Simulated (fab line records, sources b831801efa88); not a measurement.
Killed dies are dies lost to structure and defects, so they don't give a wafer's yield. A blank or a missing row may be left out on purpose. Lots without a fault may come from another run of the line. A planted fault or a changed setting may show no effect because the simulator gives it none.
fab line records | flow sky130
record lots=10 wafers=30 last_day=50
route steps=708 shown METAL2@501 VIA2@509 CAPM@539 PAD_OPEN@708
lots that met no fault: from a run of the same line without faults
start_h: hours from the record's first day to the start of the lot's first wafer shown | wait_h: hours since the lot's step before | " the same as in the row above | L1.1+2: a row that stands for several wafers | - no value, or no start given | * or withheld: withheld | < > ~ a bound
route shown NAME@n: a module of which the file shows steps, and the number in the route of the first | usual: mean/standard deviation of fault-free wafers | same: alike in all rows | chamber/n: place in a boat | sites: the reading at each site | _std_site: their standard deviation | _edge_site: outer sites' mean less inner sites' | radius_mm: how far each site lies from the wafer's centre | mask NAME#n: copy n | behind: the tool/chamber that last shaped the wafer | hold: why the lot was held/for how many hours/how that ended | device: the transistor (n, p or np) that didn't switch | end of line: the same wafers' tests at the end of the route | a step without rows: its recipe alone | killed: dies lost to structure and defects at the first sort, not the wafer's yield | map: a wafer's dies, x killed, . not, _ none there
set.NAME: the setting as run; set.NAME@STEP: as run at that earlier step | model.NAME: the simulator's own value behind a step, which no gauge read
steps of the route over a sample of lots; a table a step, a row a wafer
services: from which hour (start_h, from the record's first day; less than 0 if before it) a tool's chamber was out of use, for how many hours, and why
## steps
# step SKY_METAL2_ETCH_18
# recipe chemistry=N2/H2 target=BARC ion_energy_ev=200 bias_w=100 pressure_mtorr=30 n2_flow_sccm=100 h2_flow_sccm=200 icp_w=500 stop_on=SiO2 time_s=45.9 target_depth_a=600
# usual drypump_motor_current_A=5.7/0.47 oes_product_au=0.854/0.0046 throttle_valve_pct=13.225/0.0093
# same time_s=45.9
# columns lot.wafer tool chamber start_h wait_h drypump_motor_current_A oes_product_au rf_hours_counter_h throttle_valve_pct
L483.1 rie_metal-02 0 855.32 0.0 6.4 0.849 1 13.223
L483.2 " 1 " " 5.8 0.856 18 13.214
L483.4 " 0 " " 6.4 0.862 - 13.223
L485.1 rie_metal-01 0 856.54 0.0 6.1 0.856 5 13.239
L485.3 " 0 " " 6.1 0.856 - 13.223
L485.5 " 1 " " 5.1 0.855 - 13.220
L487.1 rie_metal-04 1 883.39 0.0 5.4 0.858 7 13.225
L487.3 " 0 " " 6.1 0.856 - 13.240
L487.6 " 0 " " 6.1 0.859 - 13.231
L491.1 rie_metal-01 0 903.24 0.0 6.2 0.859 7 13.226
L491.3 " 1 " " 5.0 0.856 - 13.223
L491.4 " 0 " " 6.1 0.855 - 13.231
L492.2 rie_metal-01 1 905.09 0.0 5.1 0.850 5 13.210
L492.3 " 0 " " 6.1 0.857 - 13.237
L492.5 " 0 " " 6.1 0.855 - 13.211
L493.2 rie_metal-01 0 919.21 0.0 6.1 0.853 8 13.209
L493.4 " 1 " " 5.1 0.859 - 13.228
L493.6 " 1 " " 5.1 0.862 - 13.228
L499.1 rie_metal-01 0 966.68 0.0 6.2 0.862 10 13.234
L499.3 " 0 " " 6.1 0.854 - 13.222
L499.6 " 0 " " 6.2 0.852 - 13.222
L500.3 rie_metal-04 0 969.13 0.0 6.0 0.850 - 13.235
L500.4 " 1 " " 5.4 0.846 - 13.242
L500.6 " 1 " " 5.4 0.847 - 13.226
L503.2 rie_metal-04 1 1007.39 0.0 5.4 0.863 15 13.227
L503.4 " 0 " " 6.1 0.848 - 13.223
L503.6 " 1 " " 5.4 0.847 - 13.223
L502.3 rie_metal-01 0 1010.51 0.0 6.1 0.860 - 13.209
L502.5 " 1 " " 5.1 0.854 - 13.226
L502.6 " 0 " " 6.1 0.849 - 13.220
# step SKY_VIA2_CMP_02
# recipe material=SiO2 down_force_psi=4 platen_rpm=60 pad_velocity_m_s=0.94248
# usual motor_current_A=12.4/1.1 slurry_filter_dp_kPa=13.48/0.14
# columns lot.wafer tool chamber start_h wait_h motor_current_A slurry_filter_dp_kPa
L483.2 cmp-01 3 856.26 0.0 10.9 13.37
L483.4 " 0 " " 10.7 13.45
L483.1 " 2 " " 13.8 13.49
L485.3 cmp-01 3 857.63 0.1 11.4 13.39
L485.1 " 0 " " 11.5 13.44
L485.5 " 1 " " 13.5 13.65
L487.3 cmp-02 3 884.35 0.0 13.5 13.38
L487.1 " 2 " " 13.0 13.53
L487.6 " 3 " " 13.4 13.54
L491.3 cmp-01 2 904.17 0.0 12.9 13.63
L491.1 " 0 " " 11.6 13.40
L491.4 " 1 " " 14.2 13.25
L492.2 cmp-02 3 906.12 0.1 13.3 13.53
L492.3 " 0 " " 12.5 13.33
L492.5 " 1 " " 10.8 13.65
L493.4 cmp-02 1 920.25 0.1 11.2 13.31
L493.2 " 3 " " 13.3 13.50
L493.6 " 0 " " 11.9 13.70
L499.1 cmp-02 3 967.69 0.1 13.4 13.28
L499.3 " 0 " " 12.6 13.32
L499.6 " 3 " " 12.4 13.61
L500.4 cmp-02 0 970.04 0.0 12.0 13.52
L500.3 " 3 " " 13.9 13.46
L500.6 " 1 " " 10.7 13.70
L503.4 cmp-01 0 1008.33 0.0 11.0 13.52
L503.2 " 2 " " 12.8 13.36
L503.6 " 1 " " 13.9 13.49
L502.3 cmp-01 1 1011.59 0.2 13.6 13.65
L502.6 " 2 " " 12.8 13.36
L502.5 " 3 " " 11.3 13.58
# step SKY_VIA2_OVL_MEAS_13
# usual VIA2_OVL=0/6.4
# columns lot.wafer tool chamber start_h wait_h VIA2_OVL[nm]
L483.1 overlay-01 - 882.46 0.1 1
L483.2 " - " " -2
L483.4 " - " " -3
L485.1 overlay-02 - 883.61 0.1 0
L485.3 " - " " -6
L485.5 " - " " -11
L487.1 overlay-02 - 910.59 0.1 -9
L487.3 " - " " -3
L487.6 " - " " 1
L491.1 overlay-02 - 930.24 0.1 -8
L491.3 " - " " -10
L491.4 " - " " 3
L492.2 overlay-01 - 931.61 0.1 -1
L492.3 " - " " 2
L492.5 " - " " -7
L493.2 overlay-01 - 944.81 0.1 -4
L493.4 " - " " -6
L493.6 " - " " -4
L499.1 overlay-02 - 992.29 0.1 -1
L499.3 " - " " -6
L499.6 " - " " 4
L500.3 overlay-02 - 993.82 0.1 -2
L500.4 " - " " 11
L500.6 " - " " 6
L503.2 overlay-01 - 1031.40 0.1 -6
L503.4 " - " " -8
L503.6 " - " " -5
L502.3 overlay-01 - 1034.88 0.1 7
L502.5 " - " " 9
L502.6 " - " " 3
# step SKY_CAPM_SPUTTER_02
# recipe material=TiN target_thk_nm=200 temp_c=300 power_w=6500 time_s=166.7 chamber_pressure_pa=0.4
# usual throttle_valve_pct=29.9/1
# columns lot.wafer tool chamber start_h wait_h throttle_valve_pct
L483.1 pvd_sputter-03 - 884.10 0.1 29.0
L483.2 " - " " 30.4
L483.4 " - " " 29.0
L485.1 pvd_sputter-04 - 885.25 0.1 31.7
L485.3 " - " " 29.7
L485.5 " - " " 31.0
L487.1 pvd_sputter-04 - 912.28 0.1 31.7
L487.3 " - " " 29.7
L487.6 " - " " 29.4
L491.1 pvd_sputter-03 - 931.88 0.1 29.2
L491.3 " - " " 28.6
L491.4 " - " " 29.9
L492.2 pvd_sputter-04 - 933.76 0.0 31.7
L492.3 " - " " 30.8
L492.5 " - " " 29.7
L493.2 pvd_sputter-04 - 946.51 0.0 29.6
L493.4 " - " " 30.0
L493.6 " - " " 31.6
L499.1 pvd_sputter-04 - 994.39 0.1 29.8
L499.3 " - " " 30.7
L499.6 " - " " 30.7
L500.3 pvd_sputter-04 - 995.90 0.0 29.8
L500.4 " - " " 29.8
L500.6 " - " " 29.7
L503.2 pvd_sputter-03 - 1033.03 0.0 29.2
L503.4 " - " " 28.8
L503.6 " - " " 28.8
L502.3 pvd_sputter-03 - 1036.52 0.0 29.2
L502.5 " - " " 30.5
L502.6 " - " " 28.6
# step SKY_CAPM_RS_MEAS_03
# recipe thk_meas_gauge=four-point-probe reads=TiN_of_CAPM_SPUTTER_02
# usual CAPM_TIN_RS=6.92/0.055
# columns lot.wafer tool chamber start_h wait_h CAPM_TIN_RS[ohm/sq]
L483.1 film_metro-04 - 884.21 0.1 6.93
L483.2 " - " " 6.87
L483.4 " - " " 6.92
L485.1 film_metro-04 - 885.36 0.1 7.05
L485.3 " - " " 6.94
L485.5 " - " " 6.98
L487.1 film_metro-04 - 912.38 0.1 6.88
L487.3 " - " " 6.87
L487.6 " - " " 6.82
L491.1 film_metro-02 - 931.99 0.1 6.88
L491.3 " - " " 6.98
L491.4 " - " " 6.92
L492.2 film_metro-02 - 933.89 0.1 6.88
L492.3 " - " " 6.88
L492.5 " - " " 6.85
L493.2 film_metro-04 - 946.64 0.1 6.95
L493.4 " - " " 6.90
L493.6 " - " " 6.88
L499.1 film_metro-02 - 994.50 0.1 5.09
L499.3 " - " " 6.91
L499.6 " - " " 6.90
L500.3 film_metro-03 - 996.05 0.1 6.91
L500.4 " - " " 5.07
L500.6 " - " " 5.10
L503.2 film_metro-03 - 1033.16 0.1 6.90
L503.4 " - " " 6.98
L503.6 " - " " 6.93
L502.3 film_metro-02 - 1036.67 0.1 6.88
L502.5 " - " " 6.91
L502.6 " - " " 6.96
# step SKY_CAPM_THK_MEAS_04
# recipe thk_meas_gauge=xrf reads=TiN_of_CAPM_SPUTTER_02
# usual CAPM_TIN_THK=199.1/2.1
# columns lot.wafer tool chamber start_h wait_h CAPM_TIN_THK[nm]
L483.1 film_metro-04 - 884.33 0.1 198.9
L483.2 " - " " 200.7
L483.4 " - " " 199.6
L485.1 film_metro-04 - 885.48 0.1 196.9
L485.3 " - " " 199.5
L485.5 " - " " 198.3
L487.1 film_metro-04 - 912.50 0.1 202.1
L487.3 " - " " 202.3
L487.6 " - " " 203.3
L491.1 film_metro-02 - 932.11 0.1 200.9
L491.3 " - " " 198.8
L491.4 " - " " 199.2
L492.2 film_metro-02 - 934.00 0.1 201.5
L492.3 " - " " 201.2
L492.5 " - " " 200.9
L493.2 film_metro-04 - 946.75 0.1 198.7
L493.4 " - " " 200.1
L493.6 " - " " 201.2
L499.1 film_metro-02 - 994.62 0.1 267.0
L499.3 " - " " 199.2
L499.6 " - " " 199.1
L500.3 film_metro-03 - 996.15 0.1 197.0
L500.4 " - " " 266.3
L500.6 " - " " 266.7
L503.2 film_metro-03 - 1033.27 0.1 197.4
L503.4 " - " " 195.0
L503.6 " - " " 196.2
L502.3 film_metro-02 - 1036.77 0.1 200.8
L502.5 " - " " 200.8
L502.6 " - " " 198.5
# step SKY_CAPM_METAL_ETCH_13
# recipe target_depth_nm=220 stop_on=SiO2 chemistry=Cl2/BCl3 target=TiN pressure_mtorr=10 icp_w=900 bias_w=48.5 Cl2_flow_sccm=60 bcl3_flow_sccm=30 time_s=62.9
# usual drypump_motor_current_A=5.6/0.43 oes_product_au=0.940/0.0063 throttle_valve_pct=21.901/0.0095
# same time_s=62.9
# columns lot.wafer tool chamber start_h wait_h drypump_motor_current_A oes_product_au rf_hours_counter_h throttle_valve_pct
L483.1 rie_metal-03 0 909.13 0.0 5.6 0.934 1 21.913
L483.2 " 1 " " 5.0 0.944 8 21.895
L483.4 " 1 " " 5.0 0.933 - 21.897
L485.1 rie_metal-01 0 910.98 0.0 6.1 0.931 7 21.904
L485.3 " 0 " " 6.1 0.937 - 21.907
L485.5 " 0 " " 6.1 0.939 - 21.915
L487.1 rie_metal-01 0 937.43 0.0 6.2 0.944 8 21.903
L487.3 " 1 " " 5.1 0.943 - 21.901
L487.6 " 1 " " 5.1 0.941 - 21.890
L491.1 rie_metal-03 0 955.59 0.0 5.5 0.932 3 21.883
L491.3 " 1 " " 5.0 0.934 - 21.901
L491.4 " 0 " " 5.5 0.942 - 21.901
L492.2 rie_metal-04 0 958.11 0.0 6.1 0.950 1 21.900
L492.3 " 0 " " 6.0 0.942 - 21.896
L492.5 " 0 " " 6.0 0.947 - 21.900
L493.2 rie_metal-01 1 970.96 0.0 5.1 0.937 - 21.891
L493.4 " 1 " " 5.1 0.946 - 21.893
L493.6 " 1 " " 5.1 0.948 - 21.899
L499.1 rie_metal-04 0 1017.63 0.0 6.0 0.997 5 21.869
L499.3 " 1 " " 5.4 0.934 - 21.881
L499.6 " 0 " " 6.0 0.942 - 21.892
L500.3 rie_metal-01 1 1019.13 0.0 5.1 0.937 - 21.883
L500.4 " 0 " " 6.1 0.993 - 21.876
L500.6 " 1 " " 5.1 0.992 - 21.870
L503.2 rie_metal-01 0 1054.56 0.0 6.1 0.933 15 21.916
L503.4 " 0 " " 6.1 0.936 - 21.910
L503.6 " 1 " " 5.1 0.932 - 21.900
L502.3 rie_metal-04 1 1058.21 0.0 5.4 0.946 - 21.888
L502.5 " 1 " " 5.4 0.938 - 21.912
L502.6 " 0 " " 6.1 0.932 - 21.907
# step SKY_PAD_OPEN_PROBE_99
# usual defect_limited_yield=81.9/1.9 killed_at_M0_to_M3=45/7.9 killed_at_M4_up=2.9/1.8 killed_at_contacts=25/5.5 killed_at_front_end=16/4.4 killed_at_other=0.3/0.58 killed_dies=89/9.4 killed_open=49/6.8 killed_short=40/6.3
# same gross_dies=492 killed_at_back_side=0
# columns lot.wafer tool chamber start_h wait_h defect_limited_yield[%] killed_at_M0_to_M3 killed_at_M4_up killed_at_contacts killed_at_front_end killed_at_other killed_dies killed_open killed_short
L483.1 prober-01 - 1101.36 0.1 80.3 61 6 19 10 1 97 55 42
L483.2 prober-01 - 1101.41 0.1 82.5 35 3 22 26 0 86 53 33
L483.4 prober-01 - 1101.51 0.2 81.5 50 1 23 16 1 91 53 38
L485.1 prober-02 - 1102.87 0.1 85.8 33 2 22 13 0 70 40 30
L485.3 prober-02 - 1102.97 0.2 84.1 38 3 17 19 1 78 39 39
L485.5 prober-02 - 1103.07 0.2 84.3 39 2 13 23 0 77 36 41
L487.1 prober-02 - 1123.15 0.1 82.3 42 4 25 16 0 87 49 38
L487.3 prober-02 - 1123.25 0.2 82.1 49 4 22 12 1 88 44 44
L487.6 prober-02 - 1123.40 0.2 84.6 44 2 14 16 0 76 38 38
L491.1 prober-02 - 1137.76 0.1 82.1 45 2 25 16 0 88 54 34
L491.3 prober-02 - 1137.86 0.2 82.7 36 4 29 16 0 85 53 32
L491.4 prober-02 - 1137.91 0.2 81.9 48 1 23 17 0 89 51 38
L492.2 prober-02 - 1139.31 0.1 82.5 38 1 25 22 0 86 55 31
L492.3 prober-02 - 1139.36 0.2 81.3 38 1 32 21 0 92 47 45
L492.5 prober-02 - 1139.46 0.2 83.3 38 3 25 16 0 82 43 39
L493.2 prober-01 - 1151.49 0.1 80.3 50 6 24 17 0 97 50 47
L493.4 prober-01 - 1151.59 0.2 82.5 54 1 18 13 0 86 54 32
L493.6 prober-01 - 1151.69 0.2 80.3 49 1 28 19 0 97 61 36
L499.1 prober-01 - 1184.41 0.1 80.1 54 5 18 20 1 98 49 49
L499.3 prober-01 - 1184.51 0.2 80.1 52 3 21 21 1 98 48 49
L499.6 prober-01 - 1184.66 0.2 83.9 52 2 13 12 0 79 44 35
L500.3 prober-01 - 1186.34 0.2 77.2 53 2 36 20 1 112 56 55
L500.4 prober-01 - 1186.39 0.2 82.5 37 1 30 18 0 86 51 34
L500.6 prober-01 - 1186.49 0.2 81.9 59 2 17 11 0 89 51 38
L503.2 prober-01 - 1209.57 0.1 82.5 47 2 20 17 0 86 53 33
L503.4 prober-01 - 1209.67 0.2 79.5 58 1 33 9 0 101 56 45
L503.6 prober-01 - 1209.77 0.2 81.3 39 1 34 18 0 92 54 38
L502.3 prober-02 - 1210.93 0.2 83.5 40 1 27 13 0 81 39 42
L502.5 prober-02 - 1211.03 0.2 78.9 47 1 33 21 2 104 62 40
L502.6 prober-02 - 1211.08 0.2 82.5 41 2 29 13 1 86 40 45
# killed by level:class
L483.1 VIA1:geometric_particle:open=14 VIA3:geometric_particle:open=12 VIA1:geometric_particle:short=8 LI_CONTACT:geometric_particle:open=7 METAL1:geometric_particle:short=6 METAL2:geometric_particle:short=6 VIA2:geometric_particle:open=6 LI_CONTACT:geometric_particle:short=4
L483.2 POLY_GATE:geometric_particle:open=9 VIA2:geometric_particle:open=8 CONTACT:geometric_particle:open=7 VIA1:geometric_particle:open=6 LI_CONTACT:geometric_particle:open=6 METAL1:geometric_particle:short=5 FIELD_ISO:geometric_particle:short=4 POLY_GATE:geometric_particle:short=4
L483.4 METAL1:geometric_particle:short=10 CONTACT:geometric_particle:open=10 POLY_GATE:geometric_particle:open=8 VIA1:geometric_particle:open=8 VIA2:geometric_particle:open=7 LI_CONTACT:geometric_particle:open=6 VIA3:geometric_particle:open=6 METAL1:geometric_particle:open=4
L485.1 LI_CONTACT:geometric_particle:open=7 VIA1:geometric_particle:open=7 CONTACT:geometric_particle:short=5 METAL2:geometric_particle:short=5 VIA2:geometric_particle:open=5 VIA3:geometric_particle:open=5 FIELD_ISO:geometric_particle:open=4 LOCAL_INTERCONNECT:geometric_particle:open=4
L485.3 METAL2:geometric_particle:short=8 FIELD_ISO:geometric_particle:short=6 CONTACT:geometric_particle:open=6 LI_CONTACT:geometric_particle:open=5 VIA2:geometric_particle:open=5 METAL1:geometric_particle:short=5 VIA1:geometric_particle:open=5 VIA3:geometric_particle:open=4
L485.5 VIA1:geometric_particle:open=8 FIELD_ISO:geometric_particle:open=7 METAL2:geometric_particle:short=7 FIELD_ISO:geometric_particle:short=6 CONTACT:geometric_particle:open=6 VIA1:geometric_particle:short=6 VIA2:geometric_particle:short=5 POLY_GATE:geometric_particle:open=4
L487.1 VIA1:geometric_particle:open=16 CONTACT:geometric_particle:short=8 LI_CONTACT:geometric_particle:open=6 CONTACT:geometric_particle:open=6 FIELD_ISO:geometric_particle:open=5 POLY_GATE:geometric_particle:short=5 METAL1:geometric_particle:short=5 VIA2:geometric_particle:open=5
L487.3 VIA1:geometric_particle:open=11 VIA1:geometric_particle:short=9 LI_CONTACT:geometric_particle:open=7 CONTACT:geometric_particle:open=6 VIA3:geometric_particle:open=5 VIA2:geometric_particle:short=5 METAL3:geometric_particle:short=5 CONTACT:geometric_particle:short=4
L487.6 VIA1:geometric_particle:open=12 METAL2:geometric_particle:short=6 VIA3:geometric_particle:open=5 CONTACT:geometric_particle:short=5 FIELD_ISO:geometric_particle:short=4 POLY_GATE:geometric_particle:short=4 LI_CONTACT:geometric_particle:open=4 METAL1:geometric_particle:short=4
L491.1 VIA1:geometric_particle:open=15 CONTACT:geometric_particle:open=12 VIA1:geometric_particle:short=8 VIA3:geometric_particle:open=7 LI_CONTACT:geometric_particle:open=5 FIELD_ISO:geometric_particle:open=4 POLY_GATE:geometric_particle:open=4 CONTACT:geometric_particle:short=4
L491.3 CONTACT:geometric_particle:open=11 LI_CONTACT:geometric_particle:open=8 FIELD_ISO:geometric_particle:open=7 CONTACT:geometric_particle:short=7 VIA1:geometric_particle:short=6 VIA1:geometric_particle:open=6 VIA2:geometric_particle:open=6 VIA3:geometric_particle:open=6
L491.4 VIA1:geometric_particle:open=11 VIA2:geometric_particle:open=8 LI_CONTACT:geometric_particle:open=8 VIA1:geometric_particle:short=8 FIELD_ISO:geometric_particle:open=5 CONTACT:geometric_particle:open=5 VIA3:geometric_particle:open=5 LOCAL_INTERCONNECT:geometric_particle:short=4
L492.2 CONTACT:geometric_particle:open=13 VIA1:geometric_particle:open=10 FIELD_ISO:geometric_particle:open=7 VIA2:geometric_particle:open=7 METAL1:geometric_particle:short=5 LI_CONTACT:geometric_particle:short=5 POLY_GATE:geometric_particle:open=5 LI_CONTACT:geometric_particle:open=4
L492.3 LI_CONTACT:geometric_particle:open=13 CONTACT:geometric_particle:open=9 VIA3:geometric_particle:open=7 VIA2:geometric_particle:open=6 POLY_GATE:geometric_particle:short=5 POLY_GATE:geometric_particle:open=5 LOCAL_INTERCONNECT:geometric_particle:short=5 METAL2:geometric_particle:short=5
L492.5 LI_CONTACT:geometric_particle:open=8 VIA2:geometric_particle:open=6 LI_CONTACT:geometric_particle:short=5 CONTACT:geometric_particle:open=5 METAL1:geometric_particle:short=5 VIA1:geometric_particle:open=5 FIELD_ISO:geometric_particle:open=4 POLY_GATE:geometric_particle:open=4
L493.2 VIA1:geometric_particle:open=10 VIA3:geometric_particle:open=10 CONTACT:geometric_particle:open=8 VIA2:geometric_particle:open=6 FIELD_ISO:geometric_particle:short=5 CONTACT:geometric_particle:short=5 METAL1:geometric_particle:short=5 METAL4:geometric_particle:short=5
L493.4 VIA1:geometric_particle:open=20 VIA2:geometric_particle:open=9 LI_CONTACT:geometric_particle:open=7 METAL1:geometric_particle:short=6 VIA3:geometric_particle:open=5 CONTACT:geometric_particle:open=4 VIA1:geometric_particle:short=4 VIA2:geometric_particle:short=4
L493.6 CONTACT:geometric_particle:open=15 METAL1:geometric_particle:short=10 FIELD_ISO:geometric_particle:open=9 VIA1:geometric_particle:open=9 VIA3:geometric_particle:open=8 VIA1:geometric_particle:short=8 LI_CONTACT:geometric_particle:open=7 METAL2:geometric_particle:short=4
L499.1 METAL1:geometric_particle:short=10 VIA2:geometric_particle:open=9 VIA1:geometric_particle:open=9 FIELD_ISO:geometric_particle:open=7 LI_CONTACT:geometric_particle:open=6 CONTACT:geometric_particle:open=6 VIA2:geometric_particle:short=6 VIA3:geometric_particle:short=6
L499.3 VIA1:geometric_particle:open=14 VIA2:geometric_particle:open=9 FIELD_ISO:geometric_particle:short=7 METAL1:geometric_particle:short=7 FIELD_ISO:geometric_particle:open=5 VIA3:geometric_particle:open=5 LI_CONTACT:geometric_particle:open=5 LI_CONTACT:geometric_particle:short=5
L499.6 VIA1:geometric_particle:open=16 FIELD_ISO:geometric_particle:open=7 LI_CONTACT:geometric_particle:open=6 VIA3:geometric_particle:open=5 METAL1:geometric_particle:short=5 VIA1:geometric_particle:short=5 FIELD_ISO:geometric_particle:short=4 VIA3:geometric_particle:short=4
L500.3 CONTACT:geometric_particle:open=14 METAL1:geometric_particle:short=11 VIA1:geometric_particle:open=11 CONTACT:geometric_particle:short=8 LI_CONTACT:geometric_particle:open=7 VIA2:geometric_particle:open=7 FIELD_ISO:geometric_particle:short=5 LOCAL_INTERCONNECT:geometric_particle:short=5
L500.4 LI_CONTACT:geometric_particle:open=11 CONTACT:geometric_particle:open=9 VIA1:geometric_particle:open=8 VIA2:geometric_particle:open=7 POLY_GATE:geometric_particle:open=6 VIA3:geometric_particle:open=6 METAL1:geometric_particle:short=5 CONTACT:geometric_particle:short=4
L500.6 VIA1:geometric_particle:open=12 VIA2:geometric_particle:open=10 METAL1:geometric_particle:short=9 VIA3:geometric_particle:open=9 CONTACT:geometric_particle:open=6 VIA2:geometric_particle:short=5 FIELD_ISO:geometric_particle:open=4 LI_CONTACT:geometric_particle:open=4
L503.2 VIA1:geometric_particle:open=10 CONTACT:geometric_particle:open=9 VIA3:geometric_particle:open=9 LI_CONTACT:geometric_particle:open=6 METAL1:geometric_particle:short=6 FIELD_ISO:geometric_particle:open=5 METAL2:geometric_particle:short=5 VIA2:geometric_particle:open=5
L503.4 VIA3:geometric_particle:open=17 VIA1:geometric_particle:short=8 LI_CONTACT:geometric_particle:open=8 CONTACT:geometric_particle:short=8 VIA2:geometric_particle:open=8 VIA1:geometric_particle:open=7 CONTACT:geometric_particle:open=7 METAL2:geometric_particle:short=7
L503.6 LI_CONTACT:geometric_particle:open=14 FIELD_ISO:geometric_particle:open=9 CONTACT:geometric_particle:open=9 VIA1:geometric_particle:open=8 VIA2:geometric_particle:open=5 LOCAL_INTERCONNECT:geometric_particle:short=5 VIA3:geometric_particle:short=5 POLY_GATE:geometric_particle:short=4
L502.3 CONTACT:geometric_particle:short=10 VIA1:geometric_particle:open=9 CONTACT:geometric_particle:open=8 METAL1:geometric_particle:short=5 VIA3:geometric_particle:open=5 VIA2:geometric_particle:open=5 POLY_GATE:geometric_particle:open=4 LOCAL_INTERCONNECT:geometric_particle:short=4
L502.5 LI_CONTACT:geometric_particle:open=14 VIA3:geometric_particle:open=10 VIA1:geometric_particle:open=10 CONTACT:geometric_particle:open=9 VIA3:geometric_particle:short=7 VIA1:geometric_particle:short=7 FIELD_ISO:geometric_particle:short=6 CONTACT:geometric_particle:short=5
L502.6 CONTACT:geometric_particle:open=11 METAL1:geometric_particle:short=7 VIA1:geometric_particle:open=7 CONTACT:geometric_particle:short=6 VIA3:geometric_particle:open=6 METAL3:geometric_particle:short=6 LOCAL_INTERCONNECT:geometric_particle:short=5 POLY_GATE:geometric_particle:short=4
## services
# columns tool chamber start_h hours kind
cmp-01 - 836.27 0.3 repair
cmp-01 - 848.59 3.6 repair
rie_metal-03 0 857.13 14.4 repair
pvd_sputter-04 - 886.60 6.0 repair
cmp-01 - 896.91 1.7 repair
rie_metal-02 - 899.62 2.8 pm
cmp-02 - 901.17 2.3 repair
cmp-01 - 913.27 2.5 repair
cmp-01 - 919.28 4.0 pm
cmp-02 - 931.80 2.9 repair
rie_metal-03 - 941.03 0.8 repair
cmp-01 - 947.85 1.0 repair
rie_metal-01 - 958.34 0.7 repair
rie_metal-01 0 969.07 10.7 repair
cmp-01 - 984.17 0.3 repair
cmp-01 - 985.14 17.0 pm
rie_metal-03 - 986.43 14.6 pm
cmp-02 - 987.11 2.2 repair
pvd_sputter-04 - 994.79 1.0 repair
cmp-02 - 1008.99 1.9 repair
cmp-01 - 1018.55 3.5 repair
cmp-02 - 1025.09 1.5 repair
rie_metal-03 - 1043.37 1.4 pm
rie_metal-04 - 1046.06 2.8 pm
## key
first_sign step=SKY_CAPM_RS_MEAS_03 reading=CAPM_TIN_RS direction=down sigmas=33 usual=6.92 struck=5.09
effect step=SKY_CAPM_THK_MEAS_04 reading=CAPM_TIN_THK direction=up sigmas=33 usual=199.1 struck=266.7
effect step=SKY_CAPM_METAL_ETCH_13 reading=oes_product_au direction=up sigmas=8.5 usual=0.940 struck=0.994
met_at SKY_CAPM_SPUTTER_02
struck_lots L499,L500
struck_wafers L499.1,L500.4,L500.6
not_acting_at SKY_METAL2_ETCH_18,SKY_VIA2_CMP_02,SKY_VIA2_OVL_MEAS_13
onset_between 946.51 994.39
fault kind=process_parameter_drift tool=pvd_sputter-04 chamber=- onset_h=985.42 steps=SKY_CAPM_SPUTTER_02 channel=target_thk_nm offset=67.364 shape=step end_h=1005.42 acts_in=these_recipes_only stated=200 scope=struck_wafers_only
